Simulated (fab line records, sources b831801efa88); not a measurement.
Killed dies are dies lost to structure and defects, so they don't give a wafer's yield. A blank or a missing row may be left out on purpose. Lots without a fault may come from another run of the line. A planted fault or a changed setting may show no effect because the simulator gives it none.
fab line records | flow gf180mcu
record lots=14 wafers=42 last_day=34
route steps=602 shown POLY_GATE@174 HV_LDD@183
lots that met no fault: from a run of the same line without faults
start_h: hours from the record's first day to the start of the lot's first wafer shown | wait_h: hours since the lot's step before | " the same as in the row above | L1.1+2: a row that stands for several wafers | - no value, or no start given | * or withheld: withheld | < > ~ a bound
route shown NAME@n: a module of which the file shows steps, and the number in the route of the first | usual: mean/standard deviation of fault-free wafers | same: alike in all rows | chamber/n: place in a boat | sites: the reading at each site | _std_site: their standard deviation | _edge_site: outer sites' mean less inner sites' | radius_mm: how far each site lies from the wafer's centre | mask NAME#n: copy n | behind: the tool/chamber that last shaped the wafer | hold: why the lot was held/for how many hours/how that ended | device: the transistor (n, p or np) that didn't switch | end of line: the same wafers' tests at the end of the route | a step without rows: its recipe alone | killed: dies lost to structure and defects at the first sort, not the wafer's yield | map: a wafer's dies, x killed, . not, _ none there
set.NAME: the setting as run; set.NAME@STEP: as run at that earlier step | model.NAME: the simulator's own value behind a step, which no gauge read
steps of the route over a sample of lots; a table a step, a row a wafer
services: from which hour (start_h, from the record's first day; less than 0 if before it) a tool's chamber was out of use, for how many hours, and why
## steps
# step GF_POLY_GATE_THK_MEAS_17
# recipe reads=SiO2_of_POLY_GATE_OXIDATION_16
# usual POLY_GATE_OXIDATION_THK=3.98/0.069
# columns lot.wafer tool chamber start_h wait_h POLY_GATE_OXIDATION_THK[nm]
L552.4 film_metro-01 - 194.22 0.0 4.11
L552.5 " - " " 4.07
L552.6 " - " " 4.02
L554.1 film_metro-01 - 211.75 0.0 3.94
L554.4 " - " " 3.96
L554.5 " - " " 4.03
L556.2 film_metro-04 - 221.79 0.0 3.91
L556.3 " - " " 3.88
L556.5 " - " " 3.89
L558.1 film_metro-01 - 239.12 0.0 4.08
L558.2 " - " " 4.04
L558.3 " - " " 4.01
L559.1 film_metro-03 - 244.66 0.0 3.96
L559.2 " - " " 3.98
L559.4 " - " " 3.86
L560.1 film_metro-04 - 252.76 0.0 3.91
L560.3 " - " " 3.98
L560.6 " - " " 3.86
L562.2 film_metro-03 - 270.27 0.0 3.95
L562.4 " - " " 4.01
L562.6 " - " " 4.02
L563.1 film_metro-01 - 278.21 0.0 3.95
L563.4 " - " " 3.95
L563.6 " - " " 3.96
L565.1 film_metro-04 - 297.36 0.0 4.09
L565.4 " - " " 3.95
L565.5 " - " " 4.06
L570.2 film_metro-04 - 335.50 0.0 3.98
L570.3 " - " " 3.97
L570.4 " - " " 3.96
L571.1 film_metro-04 - 338.80 0.0 4.02
L571.3 " - " " 4.11
L571.5 " - " " 3.94
L572.1 film_metro-01 - 348.92 0.0 4.00
L572.4 " - " " 3.95
L572.5 " - " " 4.00
L573.4 film_metro-01 - 354.77 0.0 3.98
L573.5 " - " " 3.86
L573.6 " - " " 3.92
L575.1 film_metro-03 - 363.13 0.0 3.93
L575.4 " - " " 3.93
L575.5 " - " " 3.90
# step GF_HV_LDD_CD_MEAS_07
# recipe target_cd_nm=400
# usual cd_nm=399.9/1.7
# columns lot.wafer tool chamber start_h wait_h cd_nm
L552.4 cd_sem-01 - 211.31 0.1 398.3
L552.5 " - " " 399.5
L552.6 " - " " 397.8
L554.1 cd_sem-01 - 229.94 0.1 400.3
L554.4 " - " " 399.9
L554.5 " - " " 397.9
L556.2 cd_sem-01 - 240.17 0.1 400.5
L556.3 " - " " 401.1
L556.5 " - " " 399.8
L558.1 cd_sem-02 - 256.87 0.1 397.3
L558.2 " - " " 396.5
L558.3 " - " " 397.7
L559.1 cd_sem-02 - 263.85 0.1 401.7
L559.2 " - " " 401.7
L559.4 " - " " 398.7
L560.1 cd_sem-01 - 271.97 0.1 399.0
L560.3 " - " " 397.7
L560.6 " - " " 398.7
L562.2 cd_sem-01 - 289.67 0.1 402.8
L562.4 " - " " 400.8
L562.6 " - " " 399.6
L563.1 cd_sem-02 - 298.04 0.1 399.0
L563.4 " - " " 397.2
L563.6 " - " " 398.7
L565.1 cd_sem-01 - 317.15 0.1 399.2
L565.4 " - " " 400.5
L565.5 " - " " 399.3
L570.2 cd_sem-02 - 356.87 0.1 399.9
L570.3 " - " " 401.1
L570.4 " - " " 400.3
L571.1 cd_sem-02 - 360.52 0.1 401.7
L571.3 " - " " 398.6
L571.5 " - " " 400.0
L572.1 cd_sem-02 - 370.90 0.1 399.0
L572.4 " - " " 399.2
L572.5 " - " " 401.3
L573.4 cd_sem-02 - 376.64 0.1 396.0
L573.5 " - " " 397.5
L573.6 " - " " 398.4
L575.1 cd_sem-01 - 385.67 0.1 401.4
L575.4 " - " " 401.1
L575.5 " - " " 400.7
# step GF_HV_LDD_DEVELOP_18
# recipe develop_time_s=60 dev_temp_c=23
# usual chill_plate_temp_C=23.00/0.097 develop_time_s=60/0
# columns lot.wafer tool chamber start_h wait_h chill_plate_temp_C develop_time_s
L552.4 litho_track-02 0 229.58 0.1 22.82 60
L552.5 " 0 " " 22.94 60
L552.6 " 0 " " 22.80 60
L554.1 litho_track-04 0 248.44 0.1 23.12 60
L554.4 " 0 " " 23.08 60
L554.5 " 0 " " 22.95 60
L556.2 litho_track-03 0 259.00 0.1 23.11 60
L556.3 " 0 " " 23.09 60
L556.5 " 0 " " 23.02 60
L558.1 litho_track-02 0 276.80 0.1 23.01 60
L558.2 " 0 " " 23.05 60
L558.3 " 0 " " 22.92 60
L559.1 litho_track-04 0 283.74 0.1 22.88 60
L559.2 " 0 " " 22.84 60
L559.4 " 0 " " 22.96 60
L560.1 litho_track-02 0 292.25 0.1 23.08 60
L560.3 " 0 " " 23.05 60
L560.6 " 0 " " 23.01 60
L562.2 litho_track-04 - 309.96 0.1 - -
L562.4 " - " " - -
L562.6 " - " " - -
L563.1 litho_track-02 - 318.85 0.1 - -
L563.4 " - " " - -
L563.6 " - " " - -
L565.1 litho_track-02 0 337.80 0.1 22.90 60
L565.4 " 0 " " 23.02 60
L565.5 " 0 " " 23.02 60
L570.2 litho_track-04 0 379.56 0.1 22.94 60
L570.3 " 0 " " 23.06 60
L570.4 " 0 " " 22.85 60
L571.1 litho_track-04 0 383.73 0.1 23.00 60
L571.3 " 0 " " 23.00 60
L571.5 " 0 " " 23.10 60
L572.1 litho_track-04 0 393.83 0.1 23.14 60
L572.4 " 0 " " 23.04 60
L572.5 " 0 " " 23.04 60
L573.4 litho_track-04 0 399.31 0.1 23.11 60
L573.5 " 0 " " 22.92 60
L573.6 " 0 " " 22.99 60
L575.1 litho_track-04 0 409.18 0.1 22.82 60
L575.4 " 0 " " 22.89 60
L575.5 " 0 " " 22.89 60
# step GF_HV_LDD_STRIP_22
# recipe chemistry=O2/N2 power_w=1400 pressure_mtorr=1500 platen_temp_c=250 o2_flow_sccm=3000 n2_flow_sccm=300 overash_fraction=0.5
# usual drypump_motor_current_A=5.6/0.51 heater_power_w=336/26 oes_product_au=0.716/0.0047 platen_temp_c=249.99/0.18 strip_time_to_endpoint_s=12.63/0.035
# columns lot.wafer tool chamber start_h wait_h drypump_motor_current_A heater_power_w oes_product_au platen_temp_c rf_hours_counter_h strip_time_to_endpoint_s
L552.4 plasma_asher-01 0 229.99 0.1 4.9 368 0.711 249.94 - 12.64
L552.5 " 0 " " 4.9 355 0.711 249.80 - 12.65
L552.6 " 1 " " 5.8 337 0.717 249.74 - 12.68
L554.1 plasma_asher-01 0 248.89 0.1 4.9 362 0.709 250.14 45 12.64
L554.4 " 1 " " 5.8 336 0.724 250.37 - 12.67
L554.5 " 0 " " 4.9 362 0.709 250.41 - 12.65
L556.2 plasma_asher-03 1 259.43 0.1 6.2 355 0.707 249.79 63 12.62
L556.3 " 0 " " 5.2 295 0.720 249.79 - 12.60
L556.5 " 1 " " 6.2 343 0.714 249.87 - 12.64
L558.1 plasma_asher-03 1 277.26 0.1 6.1 343 0.715 250.04 65 12.74
L558.2 " 0 " " 5.1 275 0.712 249.82 65 12.74
L558.3 " 0 " " 5.1 288 0.714 249.94 - 12.74
L559.1 plasma_asher-01 0 284.19 0.1 4.9 366 0.714 250.26 48 12.63
L559.2 " 1 " " 5.8 332 0.722 250.14 48 12.59
L559.4 " 0 " " 4.9 359 0.712 249.99 - 12.62
L560.1 plasma_asher-01 1 292.71 0.1 5.8 330 0.715 250.13 49 12.62
L560.3 " 1 " " 5.8 326 0.713 249.84 - 12.59
L560.6 " 0 " " 4.9 364 0.712 250.14 - 12.57
L562.2 plasma_asher-01 1 310.39 0.1 5.8 322 0.714 249.91 51 12.64
L562.4 " 1 " " 5.8 326 0.714 249.65 - 12.65
L562.6 " 0 " " 4.9 358 0.725 249.98 - 12.67
L563.1 plasma_asher-02 1 319.31 0.1 5.9 319 0.719 250.17 21 12.65
L563.4 " 0 " " 6.1 359 0.715 250.14 - 12.60
L563.6 " 1 " " 5.9 320 0.715 250.12 - 12.66
L565.1 plasma_asher-02 0 338.26 0.1 6.2 349 0.720 249.82 24 12.59
L565.4 " 1 " " 5.9 330 0.723 249.87 - 12.64
L565.5 " 1 " " 5.9 317 0.718 249.73 - 12.64
L570.2 plasma_asher-03 1 379.99 0.1 6.2 354 0.714 249.91 75 12.67
L570.3 " 1 " " 6.2 351 0.714 249.64 - 12.70
L570.4 " 0 " " 5.1 284 0.710 250.30 - 12.67
L571.1 plasma_asher-02 0 384.19 0.1 6.2 351 0.728 250.07 29 12.62
L571.3 " 1 " " 5.8 316 0.713 250.01 - 12.60
L571.5 " 1 " " 5.9 328 0.709 249.87 - 12.62
L572.1 plasma_asher-03 1 394.29 0.1 6.2 351 0.709 250.20 77 12.63
L572.4 " 0 " " 5.1 286 0.720 249.85 - 12.61
L572.5 " 1 " " 6.2 346 0.720 250.30 - 12.65
L573.4 plasma_asher-03 0 399.72 0.1 5.2 287 0.711 249.95 - 12.62
L573.5 " 0 " " 5.1 287 0.719 250.02 - 12.59
L573.6 " 1 " " 6.2 354 0.713 249.99 - 12.59
L575.1 plasma_asher-02 1 409.64 0.1 5.9 315 0.724 250.09 30 12.66
L575.4 " 1 " " 5.9 322 0.711 250.17 - 12.64
L575.5 " 0 " " 6.2 353 0.719 249.76 - 12.65
## services
# columns tool chamber start_h hours kind
plasma_asher-01 - 257.84 2.9 repair
plasma_asher-03 - 304.91 2.4 repair
plasma_asher-01 - 308.38 1.3 repair
plasma_asher-01 - 317.60 1.8 repair
plasma_asher-02 - 384.33 14.6 pm
## key
first_sign step=GF_HV_LDD_DEVELOP_18 reading=tool_record direction=missing
effect none on later readings
met_at GF_HV_LDD_DEVELOP_18
struck_lots L562,L563
later_rows_left_out L562.2,L562.4,L562.6,L563.1,L563.4,L563.6
sort_left_out L562.2,L562.4,L562.6,L563.1,L563.4,L563.6
tester_left_out L562,L563
not_acting_at GF_POLY_GATE_THK_MEAS_17,GF_HV_LDD_CD_MEAS_07,GF_HV_LDD_STRIP_22
onset_between 292.25 309.96
fault kind=skipped_step_whole tool=litho_track-02,litho_track-04 chamber=- onset_h=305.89 steps=GF_HV_LDD_DEVELOP_18 scope=struck_lots_only
# tester_left_out: of these lots the tester's yield and bins aren't shown, on N5 and GAA mostly nor the transistor test; their killed dies are dies lost to structure and defects alone, not to doping, threshold or leakage, so they don't give the yield
# sort_left_out: the simulated sort isn't trusted on such a fault, so these wafers' sort isn't shown, and their yield isn't known
# later_rows_left_out: the simulator's readings of these wafers behind a module that went badly wrong aren't trusted and aren't shown, but for the sort
